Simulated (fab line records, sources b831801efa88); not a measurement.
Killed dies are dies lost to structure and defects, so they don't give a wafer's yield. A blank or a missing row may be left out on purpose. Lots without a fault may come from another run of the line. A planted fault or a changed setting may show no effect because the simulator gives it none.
fab line records | flow sky130
record lots=24 wafers=72 last_day=50
route steps=708 shown DNWELL@35 VT_ADJUST_LVTN@117 VT_ADJUST_NCORE@130 SPACER@306 SD_P@330 VIA3@593
lots that met no fault: from a run of the same line without faults
start_h: hours from the record's first day to the start of the lot's first wafer shown | wait_h: hours since the lot's step before | " the same as in the row above | L1.1+2: a row that stands for several wafers | - no value, or no start given | * or withheld: withheld | < > ~ a bound
route shown NAME@n: a module of which the file shows steps, and the number in the route of the first | usual: mean/standard deviation of fault-free wafers | same: alike in all rows | chamber/n: place in a boat | sites: the reading at each site | _std_site: their standard deviation | _edge_site: outer sites' mean less inner sites' | radius_mm: how far each site lies from the wafer's centre | mask NAME#n: copy n | behind: the tool/chamber that last shaped the wafer | hold: why the lot was held/for how many hours/how that ended | device: the transistor (n, p or np) that didn't switch | end of line: the same wafers' tests at the end of the route | a step without rows: its recipe alone | killed: dies lost to structure and defects at the first sort, not the wafer's yield | map: a wafer's dies, x killed, . not, _ none there
set.NAME: the setting as run; set.NAME@STEP: as run at that earlier step | model.NAME: the simulator's own value behind a step, which no gauge read
steps of the route over a sample of lots; a table a step, a row a wafer
services: from which hour (start_h, from the record's first day; less than 0 if before it) a tool's chamber was out of use, for how many hours, and why
## steps
# step SKY_DNWELL_DEHYDRATE_00
# recipe temp_c=200 time_s=62.92
# usual plate_sensor_t_centre_C=201.07/0.01 plate_sensor_t_edge_C=201.55/0.011
# same time_s=62.92
# columns lot.wafer tool chamber start_h wait_h plate_sensor_t_centre_C plate_sensor_t_edge_C
L074.2 litho_track-01 0 43.19 7.2 201.06 201.54
L074.3 " 0 " " 201.07 201.53
L074.4 " 0 " " 201.07 201.56
L075.1 litho_track-01 0 48.26 7.1 201.05 201.54
L075.4 " 0 " " 201.08 201.55
L075.5 " 0 " " 201.07 201.55
L076.2 litho_track-02 0 53.95 7.0 201.07 201.56
L076.3 " 0 " " 201.04 201.55
L076.6 " 0 " " 201.07 201.56
L077.1 litho_track-04 0 60.58 8.1 201.07 201.56
L077.4 " 0 " " 201.06 201.54
L077.5 " 0 " " 201.08 201.54
L078.1 litho_track-02 0 64.17 7.9 201.07 201.55
L078.4 " 0 " " 201.07 201.55
L078.6 " 0 " " 201.06 201.55
L079.2 litho_track-02 0 68.75 7.2 201.07 201.55
L079.4 " 0 " " 201.08 201.55
L079.6 " 0 " " 201.06 201.56
L080.3 litho_track-01 0 72.61 7.3 201.09 201.54
L080.5 " 0 " " 201.06 201.56
L080.6 " 0 " " 201.07 201.55
L081.1 litho_track-02 0 80.17 8.1 201.08 201.56
L081.3 " 0 " " 201.06 201.57
L081.5 " 0 " " 201.06 201.55
L082.1 litho_track-01 0 84.96 8.1 201.07 201.56
L082.3 " 0 " " 201.04 201.55
L082.6 " 0 " " 201.06 201.55
L083.1 litho_track-01 0 90.41 7.8 201.07 201.56
L083.2 " 0 " " 201.08 201.55
L083.6 " 0 " " 201.07 201.55
L084.1 litho_track-02 0 96.27 8.4 201.07 201.55
L084.3 " 0 " " 201.07 201.55
L084.6 " 0 " " 201.07 201.57
L085.1 litho_track-04 0 101.63 8.5 201.08 201.54
L085.4 " 0 " " 201.06 201.53
L085.6 " 0 " " 201.06 201.58
L086.1 litho_track-04 0 105.73 8.3 201.08 201.54
L086.3 " 0 " " 201.06 201.54
L086.6 " 0 " " 201.07 201.56
L087.1 litho_track-01 0 112.31 7.9 201.08 201.56
L087.2 " 0 " " 201.07 201.57
L087.5 " 0 " " 201.07 201.57
L088.2 litho_track-01 0 121.19 8.7 201.06 201.54
L088.5 " 0 " " 201.05 201.56
L088.6 " 0 " " 201.07 201.54
L089.2 litho_track-02 0 125.20 8.6 201.07 201.55
L089.4 " 0 " " 201.06 201.54
L089.6 " 0 " " 201.07 201.57
L090.1 litho_track-02 0 129.02 8.6 201.09 201.54
L090.2 " 0 " " 201.06 201.55
L090.5 " 0 " " 201.06 201.53
L091.1 litho_track-01 0 132.46 9.1 201.06 201.56
L091.2 " 0 " " 201.06 201.56
L091.5 " 0 " " 201.05 201.57
L092.1 litho_track-04 0 137.28 8.8 201.06 201.55
L092.3 " 0 " " 201.07 201.54
L092.6 " 0 " " 201.08 201.56
L093.1 litho_track-04 0 144.63 8.7 201.06 201.55
L093.3 " 0 " " 201.06 201.54
L093.4 " 0 " " 201.06 201.55
L094.3 litho_track-04 0 149.38 8.7 201.07 201.55
L094.4 " 0 " " 201.07 201.54
L094.6 " 0 " " 201.07 201.57
L095.4 litho_track-01 0 153.29 9.3 201.07 201.56
L095.5 " 0 " " 201.07 201.56
L095.6 " 0 " " 201.08 201.55
L096.1 litho_track-01 0 160.86 9.1 201.07 201.55
L096.2 " 0 " " 201.07 201.55
L096.3 " 0 " " 201.07 201.56
L097.3 litho_track-04 0 166.63 9.2 201.06 201.55
L097.5 " 0 " " 201.05 201.54
L097.6 " 0 " " 201.07 201.55
# step SKY_VT_ADJUST_LVTN_STRIP_20
# recipe chemistry=O2/N2 power_w=1400 pressure_mtorr=1500 platen_temp_c=withheld o2_flow_sccm=3043 n2_flow_sccm=300 overash_fraction=0.5
# usual drypump_motor_current_A=6.1/0.49 o2_flow_sccm=3044/8.4 oes_product_au=0.716/0.0047 strip_time_to_endpoint_s=14.16/0.033
# columns lot.wafer tool chamber start_h wait_h drypump_motor_current_A o2_flow_sccm oes_product_au rf_hours_counter_h strip_time_to_endpoint_s
L074.2 plasma_asher-04 0 158.92 0.1 6.6 3046 0.712 32 14.13
L074.3 " 1 " " 5.8 3050 0.716 - 14.19
L074.4 " 0 " " 6.5 3050 0.717 - 14.13
L075.1 plasma_asher-01 0 173.17 0.1 5.4 3058 0.712 6 14.18
L075.4 " 0 " " 5.4 3047 0.713 - 14.21
L075.5 " 1 " " 6.4 3032 0.711 - 14.20
L076.2 plasma_asher-02 1 174.01 0.1 5.5 3061 0.709 50 14.21
L076.3 " 0 " " 6.8 3063 0.716 - 14.21
L076.6 " 0 " " 6.8 3050 0.710 - 14.15
L077.1 plasma_asher-04 1 183.15 0.1 5.8 3053 0.714 35 14.18
L077.4 " 1 " " 5.8 3040 0.712 - 14.16
L077.5 " 1 " " 5.8 3044 0.710 - 14.14
L078.1 plasma_asher-04 1 187.77 0.1 5.8 3036 0.717 36 14.16
L078.4 " 1 " " 5.8 3033 0.724 - 14.18
L078.6 " 0 " " 6.5 3039 0.721 - 14.14
L079.2 plasma_asher-04 1 193.41 0.1 5.7 3048 0.715 36 14.21
L079.4 " 0 " " 6.6 3048 0.717 - 14.22
L079.6 " 1 " " 5.8 3038 0.719 - 14.22
L080.3 plasma_asher-01 0 199.59 0.1 5.4 3046 0.720 - 14.18
L080.5 " 1 " " 6.4 3036 0.723 - 14.21
L080.6 " 0 " " 5.4 3054 0.717 - 14.20
L081.1 plasma_asher-04 1 208.52 0.1 5.8 3043 0.720 38 14.17
L081.3 " 0 " " 6.5 3045 0.716 - 14.21
L081.5 " 0 " " 6.5 3047 0.718 - 14.22
L082.1 plasma_asher-01 1 214.36 0.1 6.4 3039 0.730 10 14.11
L082.3 " 0 " " 5.4 3042 0.712 - 14.10
L082.6 " 1 " " 6.4 3038 0.709 - 14.10
L083.1 plasma_asher-04 1 219.77 0.1 5.8 3049 0.716 39 14.18
L083.2 " 0 " " 6.5 3053 0.713 39 14.14
L083.6 " 0 " " 6.5 3048 0.720 - 14.15
L084.1 plasma_asher-01 0 229.21 0.1 5.4 3040 0.709 11 14.15
L084.3 " 0 " " 5.4 3039 0.718 - 14.18
L084.6 " 0 " " 5.4 3040 0.714 - 14.14
L085.1 plasma_asher-04 1 233.61 0.1 5.8 3031 0.714 40 14.17
L085.4 " 0 " " 6.5 3041 0.715 - 14.17
L085.6 " 0 " " 6.5 3030 0.722 - 14.19
L086.1 plasma_asher-04 1 239.75 0.1 5.9 3046 0.719 41 14.16
L086.3 " 0 " " 6.5 3045 0.723 - 14.18
L086.6 " 1 " " 5.8 3026 0.717 - 14.15
L087.1 plasma_asher-01 0 248.46 0.1 5.4 3044 0.717 14 14.13
L087.2 " 1 " " 6.4 3044 0.719 14 14.16
L087.5 " 0 " " 5.4 3045 0.716 - 14.17
L088.2 plasma_asher-01 1 257.11 0.1 6.4 3030 0.716 14 14.20
L088.5 " 1 " " 6.4 3042 0.710 - 14.18
L088.6 " 0 " " 5.4 3044 0.713 - 14.19
L089.2 plasma_asher-04 1 266.75 0.1 5.8 3052 0.720 43 14.13
L089.4 " 0 " " 6.6 3050 0.718 - 14.14
L089.6 " 0 " " 6.6 3037 0.726 - 14.20
L090.1 plasma_asher-04 0 268.12 0.1 6.5 3053 0.716 44 14.16
L090.2 " 1 " " 5.8 3041 0.718 44 14.13
L090.5 " 0 " " 6.5 3042 0.709 - 14.16
L091.1 plasma_asher-04 1 273.62 0.1 5.8 3044 0.710 44 14.17
L091.2 " 0 " " 6.6 3063 0.715 44 14.15
L091.5 " 1 " " 5.8 3044 0.724 - 14.19
L092.1 plasma_asher-02 0 280.65 0.1 6.8 3047 0.715 59 14.09
L092.3 " 1 " " 5.5 3031 0.719 - 14.11
L092.6 " 0 " " 6.8 3058 0.712 - 14.08
L093.1 plasma_asher-01 0 290.50 0.1 5.4 3052 0.714 18 14.20
L093.3 " 1 " " 6.4 3049 0.718 - 14.19
L093.4 " 0 " " 5.4 3045 0.723 - 14.17
L094.3 plasma_asher-02 1 293.95 0.1 5.6 3037 0.723 - 14.12
L094.4 " 0 " " 6.8 3032 0.718 - 14.13
L094.6 " 0 " " 6.8 3044 0.716 - 14.12
L095.4 plasma_asher-04 1 299.88 0.1 5.8 3053 0.722 - 14.19
L095.5 " 1 " " 5.8 3055 0.716 - 14.13
L095.6 " 0 " " 6.5 3041 0.711 - 14.19
L096.1 plasma_asher-02 0 308.75 0.1 6.8 3053 0.719 61 14.22
L096.2 " 1 " " 5.5 3053 0.719 61 14.14
L096.3 " 0 " " 6.8 3055 0.717 - 14.19
L097.3 plasma_asher-02 0 318.68 0.1 6.8 3039 0.713 - 14.13
L097.5 " 0 " " 6.8 3057 0.719 - 14.16
L097.6 " 1 " " 5.5 3038 0.717 - 14.17
# step SKY_VT_ADJUST_NCORE_TW_MEAS_11
# usual VT_ADJUST_NCORE_TW=218.3/1.6
# columns lot.wafer tool chamber start_h wait_h VT_ADJUST_NCORE_TW
L074.2 film_metro-01 - 179.30 0.1 215.9
L074.3 " - " " 215.8
L074.4 " - " " 216.0
L075.1 film_metro-04 - 194.26 0.1 218.3
L075.4 " - " " 219.8
L075.5 " - " " 218.7
L076.2 film_metro-01 - 194.75 0.1 215.7
L076.3 " - " " 216.4
L076.6 " - " " 217.2
L077.1 film_metro-02 - 204.39 0.1 217.7
L077.4 " - " " 217.6
L077.5 " - " " 217.5
L078.1 film_metro-04 - 209.04 0.1 219.1
L078.4 " - " " 219.8
L078.6 " - " " 218.3
L079.2 film_metro-04 - 214.60 0.1 219.7
L079.4 " - " " 220.1
L079.6 " - " " 219.9
L080.3 film_metro-02 - 220.61 0.1 219.0
L080.5 " - " " 217.7
L080.6 " - " " 218.7
L081.1 film_metro-01 - 231.03 0.1 216.0
L081.3 " - " " 217.3
L081.5 " - " " 217.7
L082.1 film_metro-04 - 235.69 0.1 219.2
L082.3 " - " " 219.6
L082.6 " - " " 219.0
L083.1 film_metro-04 - 242.49 0.1 219.8
L083.2 " - " " 220.8
L083.6 " - " " 219.9
L084.1 film_metro-04 - 251.49 0.1 219.9
L084.3 " - " " 219.7
L084.6 " - " " 220.2
L085.1 film_metro-04 - 256.24 0.1 220.0
L085.4 " - " " 220.2
L085.6 " - " " 219.5
L086.1 film_metro-02 - 262.74 0.1 217.7
L086.3 " - " " 216.9
L086.6 " - " " 217.6
L087.1 film_metro-01 - 273.40 0.1 216.6
L087.2 " - " " 214.9
L087.5 " - " " 215.8
L088.2 film_metro-04 - 282.59 0.1 218.9
L088.5 " - " " 217.9
L088.6 " - " " 217.3
L089.2 film_metro-04 - 292.09 0.1 218.2
L089.4 " - " " 220.4
L089.6 " - " " 219.8
L090.1 film_metro-04 - 293.33 0.1 219.2
L090.2 " - " " 220.0
L090.5 " - " " 218.4
L091.1 film_metro-01 - 297.93 0.1 215.0
L091.2 " - " " 214.2
L091.5 " - " " 214.7
L092.1 film_metro-02 - 305.84 0.1 219.4
L092.3 " - " " 218.5
L092.6 " - " " 219.2
L093.1 film_metro-02 - 315.79 0.1 219.2
L093.3 " - " " 218.3
L093.4 " - " " 217.6
L094.3 film_metro-04 - 319.86 0.1 219.2
L094.4 " - " " 218.9
L094.6 " - " " 219.7
L095.4 film_metro-04 - 326.45 0.1 219.5
L095.5 " - " " 220.6
L095.6 " - " " 219.4
L096.1 film_metro-02 - 334.63 0.1 217.9
L096.2 " - " " 217.3
L096.3 " - " " 217.9
L097.3 film_metro-01 - 345.39 0.1 216.8
L097.5 " - " " 216.9
L097.6 " - " " 216.4
# step SKY_SPACER_ETCHBACK_02
# recipe chemistry=CH3F/O2 target=Si3N4 stop_on=SiO2 source_w=400 bias_w=80 pressure_mtorr=25 ch3f_flow_sccm=40 O2_flow_sccm=30 time_s=46.7 target_depth_a=450
# usual drypump_motor_current_A=5.7/0.45 oes_product_au=0.851/0.0069 throttle_valve_pct=10.561/0.0086
# same time_s=46.7
# columns lot.wafer tool chamber start_h wait_h drypump_motor_current_A oes_product_au rf_hours_counter_h throttle_valve_pct
L074.2 rie_diel-01 2 531.23 0.0 5.1 0.858 2 10.562
L074.3 " 1 " " 5.5 0.858 1 10.560
L074.4 " 0 " " 5.8 0.858 87 10.559
L075.1 rie_diel-04 3 543.78 0.1 6.6 0.867 14 10.554
L075.4 " 2 " " 6.1 0.858 1 10.565
L075.5 " 1 " " 6.2 0.860 - 10.577
L076.2 rie_diel-01 2 546.19 0.0 5.1 0.849 2 10.565
L076.3 " 1 " " 5.5 0.845 1 10.564
L076.6 " 1 " " 5.5 0.853 - 10.558
L077.1 rie_diel-01 2 560.25 0.1 5.1 0.854 2 10.557
L077.4 " 2 " " 5.2 0.833 - 10.567
L077.5 " 3 " " 5.8 0.850 - 10.552
L078.1 rie_diel-04 3 561.46 0.1 6.6 0.852 15 10.571
L078.4 " 3 " " 6.6 0.849 - 10.562
L078.6 " 1 " " 6.2 0.853 - 10.556
L079.2 rie_diel-03 2 569.93 0.0 5.2 0.857 65 10.571
L079.4 " 1 " " 5.5 0.860 4 10.574
L079.6 " 1 " " 5.5 0.844 - 10.555
L080.3 rie_diel-03 2 580.61 0.0 5.2 0.847 66 10.557
L080.5 " 0 " " 5.2 0.842 - 10.559
L080.6 " 1 " " 5.5 0.849 - 10.567
L081.1 rie_diel-04 3 587.32 0.1 6.6 0.845 15 10.570
L081.3 " 1 " " 6.2 0.848 42 10.560
L081.5 " 1 " " 6.2 0.857 - 10.575
L082.1 rie_diel-03 1 593.00 0.1 5.5 0.853 4 10.569
L082.3 " 0 " " 5.2 0.854 6 10.565
L082.6 " 1 " " 5.5 0.857 - 10.563
L083.1 rie_diel-01 2 606.95 0.1 5.1 0.855 3 10.559
L083.2 " 1 " " 5.5 0.856 2 10.568
L083.6 " 2 " " 5.2 0.860 - 10.562
L084.1 rie_diel-01 3 619.09 0.1 5.9 0.867 23 10.555
L084.3 " 1 " " 5.5 0.857 2 10.569
L084.6 " 1 " " 5.5 0.877 - 10.571
L085.1 rie_diel-03 2 623.01 0.1 5.2 0.859 67 10.564
L085.4 " 1 " " 5.5 0.861 5 10.551
L085.6 " 2 " " 5.2 0.853 - 10.554
L086.1 rie_diel-04 2 637.48 0.1 6.1 0.844 2 10.570
L086.3 " 0 " " 5.8 0.843 2 10.562
L086.6 " 3 " " 6.6 0.840 - 10.541
L087.1 rie_diel-04 3 646.36 0.1 6.6 0.852 16 10.558
L087.2 " 2 " " 6.1 0.848 2 10.569
L087.5 " 0 " " 5.8 0.852 - 10.553
L088.2 rie_diel-01 3 649.74 0.0 5.8 0.853 23 10.571
L088.5 " 3 " " 5.9 0.841 - 10.567
L088.6 " 2 " " 5.2 0.841 - 10.566
L091.1 rie_diel-01 3 665.36 0.1 5.8 0.841 24 10.551
L091.2 " 2 " " 5.1 0.841 4 10.566
L091.5 " 3 " " 5.8 0.848 - 10.563
L089.2 rie_diel-04 3 666.57 0.0 6.7 0.844 17 10.569
L089.4 " 2 " " 6.1 0.845 - 10.553
L089.6 " 3 " " 6.6 0.846 - 10.570
L090.1 rie_diel-03 0 666.57 0.1 5.2 0.853 7 10.559
L090.2 " 1 " " 5.5 0.853 6 10.537
L090.5 " 1 " " 5.5 0.858 - 10.545
L092.1 rie_diel-01 0 696.45 0.1 5.8 0.859 2 10.548
L092.3 " 3 " " 5.9 0.851 24 10.574
L092.6 " 1 " " 5.5 0.862 - 10.557
L093.1 rie_diel-03 1 698.59 0.1 5.5 0.849 7 10.572
L093.3 " 0 " " 5.2 0.861 8 10.559
L093.4 " 3 " " 5.1 0.856 2 10.563
L094.3 rie_diel-04 3 699.80 0.0 6.6 0.836 18 10.560
L094.4 " 1 " " 6.2 0.846 43 10.547
L094.6 " 0 " " 5.8 0.846 - 10.546
L095.4 rie_diel-03 0 701.00 0.0 5.3 0.859 8 10.559
L095.5 " 1 " " 5.5 0.855 - 10.549
L095.6 " 2 " " 5.2 0.852 - 10.576
L096.1 rie_diel-04 0 704.09 0.1 5.8 0.846 4 10.555
L096.2 " 2 " " 6.1 0.854 4 10.559
L096.3 " 1 " " 6.2 0.847 43 10.559
L097.3 rie_diel-04 3 709.75 0.0 6.6 0.841 18 10.553
L097.5 " 2 " " 6.1 0.855 - 10.570
L097.6 " 1 " " 6.2 0.855 - 10.557
# step SKY_SD_P_STRIP_10
# recipe chemistry=O2/N2 power_w=1400 pressure_mtorr=1500 platen_temp_c=withheld o2_flow_sccm=3000 n2_flow_sccm=300 overash_fraction=0.5
# usual drypump_motor_current_A=5.9/0.44 o2_flow_sccm=2999/9 oes_product_au=0.617/0.0046 strip_time_to_endpoint_s=17.52/0.045
# columns lot.wafer tool chamber start_h wait_h drypump_motor_current_A o2_flow_sccm oes_product_au rf_hours_counter_h strip_time_to_endpoint_s
L074.2 plasma_asher-01 0 592.72 0.1 5.4 2998 0.612 50 17.48
L074.3 " 1 " " 6.4 3001 0.622 - 17.44
L074.4 " 0 " " 5.4 2999 0.616 - 17.44
L075.1 plasma_asher-04 0 603.94 0.1 6.6 2991 0.618 77 17.47
L075.4 " 0 " " 6.6 3002 0.618 - 17.48
L075.5 " 0 " " 6.5 2992 0.626 - 17.46
L076.2 plasma_asher-03 1 607.07 0.1 5.5 2979 0.617 87 17.57
L076.3 " 1 " " 5.5 2997 0.622 - 17.55
L076.6 " 1 " " 5.5 2989 0.618 - 17.54
L077.1 plasma_asher-01 0 618.92 0.1 5.4 3003 0.612 52 17.53
L077.4 " 0 " " 5.4 3001 0.618 - 17.58
L077.5 " 1 " " 6.4 2990 0.611 - 17.57
L078.1 plasma_asher-04 0 620.29 0.1 6.5 2995 0.618 79 17.46
L078.4 " 1 " " 5.8 3012 0.623 - 17.51
L078.6 " 0 " " 6.5 2990 0.611 - 17.48
L079.2 plasma_asher-04 1 628.39 0.1 5.8 2993 0.615 80 17.52
L079.4 " 1 " " 5.8 2990 0.619 - 17.52
L079.6 " 1 " " 5.8 2992 0.620 - 17.54
L080.3 plasma_asher-04 1 637.07 0.1 5.8 3001 0.617 - 17.54
L080.5 " 0 " " 6.6 2999 0.618 - 17.53
L080.6 " 1 " " 5.8 3006 0.609 - 17.61
L081.1 plasma_asher-01 0 643.74 0.1 5.4 2978 0.612 54 17.49
L081.3 " 0 " " 5.4 2993 0.621 - 17.50
L081.5 " 1 " " 6.4 2993 0.608 - 17.51
L082.1 plasma_asher-03 1 648.83 0.1 5.5 2986 0.613 92 17.48
L082.3 " 0 " " 5.8 3012 0.612 - 17.48
L082.6 " 0 " " 5.8 2994 0.618 - 17.52
L083.1 plasma_asher-01 0 662.49 0.1 5.4 2990 0.618 56 17.57
L083.2 " 1 " " 6.4 3001 0.616 56 17.58
L083.6 " 1 " " 6.4 3006 0.616 - 17.55
L084.1 plasma_asher-04 0 673.42 0.1 6.5 3002 0.616 84 17.56
L084.3 " 1 " " 5.8 3009 0.618 - 17.54
L084.6 " 1 " " 5.8 3014 0.610 - 17.58
L085.1 plasma_asher-03 1 678.18 0.1 5.5 2987 0.616 94 17.59
L085.4 " 0 " " 5.7 2996 0.621 - 17.55
L085.6 " 0 " " 5.8 3002 0.615 - 17.56
L086.1 plasma_asher-04 1 694.34 0.1 5.8 3006 0.614 86 17.49
L086.3 " 0 " " 6.6 2973 0.624 - 17.46
L086.6 " 1 " " 5.8 2998 0.615 - 17.46
L087.1 plasma_asher-01 0 701.14 0.1 5.4 3009 0.609 60 17.58
L087.2 " 1 " " 6.4 3004 0.622 60 17.59
L087.5 " 1 " " 6.4 2998 0.614 - 17.56
L088.2 plasma_asher-01 0 705.33 0.1 5.4 3000 0.618 60 17.55
L088.5 " 0 " " 5.4 3001 0.627 - 17.56
L088.6 " 1 " " 6.4 3000 0.613 - 17.57
L091.1 plasma_asher-04 1 721.98 0.2 5.8 2997 0.619 89 17.47
L091.2 " 0 " " 6.6 3006 0.621 89 17.45
L091.5 " 1 " " 5.8 2999 0.615 - 17.47
L090.1 plasma_asher-01 1 722.83 0.1 6.4 3010 0.622 62 17.58
L090.2 " 0 " " 5.4 2999 0.610 62 17.52
L090.5 " 0 " " 5.4 2990 0.608 - 17.49
L089.2 plasma_asher-04 1 723.62 0.1 5.8 3011 0.616 90 17.60
L089.4 " 1 " " 5.8 2994 0.615 - 17.59
L089.6 " 0 " " 6.5 3016 0.621 - 17.59
L092.1 plasma_asher-01 0 753.48 0.1 5.4 2999 0.614 65 17.45
L092.3 " 1 " " 6.4 2997 0.613 - 17.45
L092.6 " 0 " " 5.4 2998 0.625 - 17.41
L093.1 plasma_asher-03 0 754.13 0.1 5.7 3005 0.625 1 17.51
L093.3 " 0 " " 5.7 2999 0.616 - 17.53
L093.4 " 1 " " 5.6 2996 0.618 - 17.50
L094.3 plasma_asher-03 0 755.07 0.1 5.8 2999 0.617 - 17.48
L094.4 " 1 " " 5.6 3004 0.617 - 17.50
L094.6 " 1 " " 5.5 2992 0.607 - 17.47
L095.4 plasma_asher-03 1 756.25 0.1 5.6 3001 0.620 - 17.48
L095.5 " 0 " " 5.8 3006 0.620 - 17.50
L095.6 " 1 " " 5.5 2995 0.622 - 17.49
L096.1 plasma_asher-01 0 758.57 0.1 5.4 3008 0.614 65 17.49
L096.2 " 1 " " 6.4 2997 0.619 65 17.50
L096.3 " 0 " " 5.4 3011 0.625 - 17.44
L097.3 plasma_asher-04 1 765.75 0.1 5.8 2992 0.622 - 17.50
L097.5 " 0 " " 6.5 2993 0.616 - 17.55
L097.6 " 1 " " 5.7 2988 0.619 - 17.51
# step SKY_VIA3_SPUTTER_20
# recipe material=TiN target_thk_nm=20 chamber_pressure_pa=5 power_w=4000 time_s=80
# usual throttle_valve_pct=30.2/1.1
# same time_s=80
# columns lot.wafer tool chamber start_h wait_h throttle_valve_pct
L074.2 pvd_sputter-04 - 932.55 0.0 29.0
L074.3 " - " " 29.2
L074.4 " - " " 31.1
L075.1 pvd_sputter-03 - 941.15 0.0 32.5
L075.4 " - " " 30.5
L075.5 " - " " 30.3
L076.2 pvd_sputter-04 - 946.33 0.0 29.0
L076.3 " - " " 31.2
L076.6 " - " " 28.7
L077.1 pvd_sputter-03 - 952.76 0.0 30.6
L077.4 " - " " 29.8
L077.5 " - " " 30.6
L078.1 pvd_sputter-02 - 953.83 0.0 30.5
L078.4 " - " " 29.5
L078.6 " - " " 28.6
L079.2 pvd_sputter-03 - 962.14 0.0 32.8
L079.4 " - " " 29.9
L079.6 " - " " 29.6
L080.3 pvd_sputter-02 - 974.97 0.0 29.3
L080.5 " - " " 30.8
L080.6 " - " " 30.5
L081.1 pvd_sputter-02 - 976.22 0.0 31.0
L081.3 " - " " 28.4
L081.5 " - " " 28.7
L082.1 pvd_sputter-02 - 981.44 0.0 29.3
L082.3 " - " " 28.5
L082.6 " - " " 30.6
L083.1 pvd_sputter-02 - 990.72 0.0 29.4
L083.2 " - " " 30.6
L083.6 " - " " 30.7
L084.1 pvd_sputter-04 - 999.85 0.0 30.6
L084.3 " - " " 31.0
L084.6 " - " " 31.0
L085.1 pvd_sputter-02 - 1004.24 0.0 30.8
L085.4 " - " " 28.5
L085.6 " - " " 29.5
L086.1 pvd_sputter-02 - 1017.19 0.0 28.7
L086.3 " - " " 30.5
L086.6 " - " " 29.2
L087.1 pvd_sputter-02 - 1023.38 0.0 30.7
L087.2 " - " " 29.3
L087.5 " - " " 30.8
L088.2 pvd_sputter-04 - 1026.26 0.0 31.2
L088.5 " - " " 30.5
L088.6 " - " " 31.4
L091.1 pvd_sputter-03 - 1041.49 0.0 32.6
L091.2 " - " " 29.9
L091.5 " - " " 32.4
L090.1 pvd_sputter-03 - 1043.53 0.0 32.6
L090.2 " - " " 29.9
L090.5 " - " " 32.6
L089.2 pvd_sputter-02 - 1043.63 0.0 31.0
L089.4 " - " " 30.7
L089.6 " - " " 31.0
L092.1 pvd_sputter-03 - 1066.60 0.0 32.7
L092.3 " - " " 30.0
L092.6 " - " " 30.6
L093.1 pvd_sputter-03 - 1069.19 0.0 30.0
L093.3 " - " " 30.8
L093.4 " - " " 30.0
L094.3 pvd_sputter-03 - 1070.08 0.0 30.5
L094.4 " - " " 32.5
L094.6 " - " " 30.0
L095.4 pvd_sputter-02 - 1070.68 0.0 30.9
L095.5 " - " " 31.0
L095.6 " - " " 30.8
L096.1 pvd_sputter-02 - 1071.43 0.0 30.8
L096.2 " - " " 28.5
L096.3 " - " " 30.9
L097.3 pvd_sputter-02 - 1075.25 0.0 29.2
L097.5 " - " " 30.4
L097.6 " - " " 30.8
## services
# columns tool chamber start_h hours kind
rie_diel-04 2 33.40 12.0 repair
rie_diel-04 1 35.71 3.4 repair
plasma_asher-01 - 108.75 9.0 pm
plasma_asher-01 - 141.60 0.9 repair
plasma_asher-04 - 248.52 2.8 pm
plasma_asher-01 - 253.36 1.3 repair
plasma_asher-04 - 370.86 3.6 repair
pvd_sputter-02 - 385.76 0.7 repair
pvd_sputter-02 - 438.79 6.4 repair
pvd_sputter-02 - 438.80 2.1 repair
plasma_asher-04 - 499.27 5.6 repair
plasma_asher-04 - 600.10 1.6 repair
plasma_asher-01 - 609.19 5.1 repair
plasma_asher-04 - 611.08 2.1 repair
plasma_asher-01 - 614.37 2.8 pm
pvd_sputter-02 - 668.88 2.0 repair
plasma_asher-01 - 810.95 2.6 repair
plasma_asher-04 - 855.31 5.0 repair
plasma_asher-01 - 858.51 0.8 repair
plasma_asher-01 - 866.78 2.3 repair
plasma_asher-01 - 951.16 2.2 repair
plasma_asher-04 - 958.17 13.8 repair
plasma_asher-01 - 1016.83 14.6 pm
plasma_asher-04 - 1055.25 9.0 pm
## key
fault none
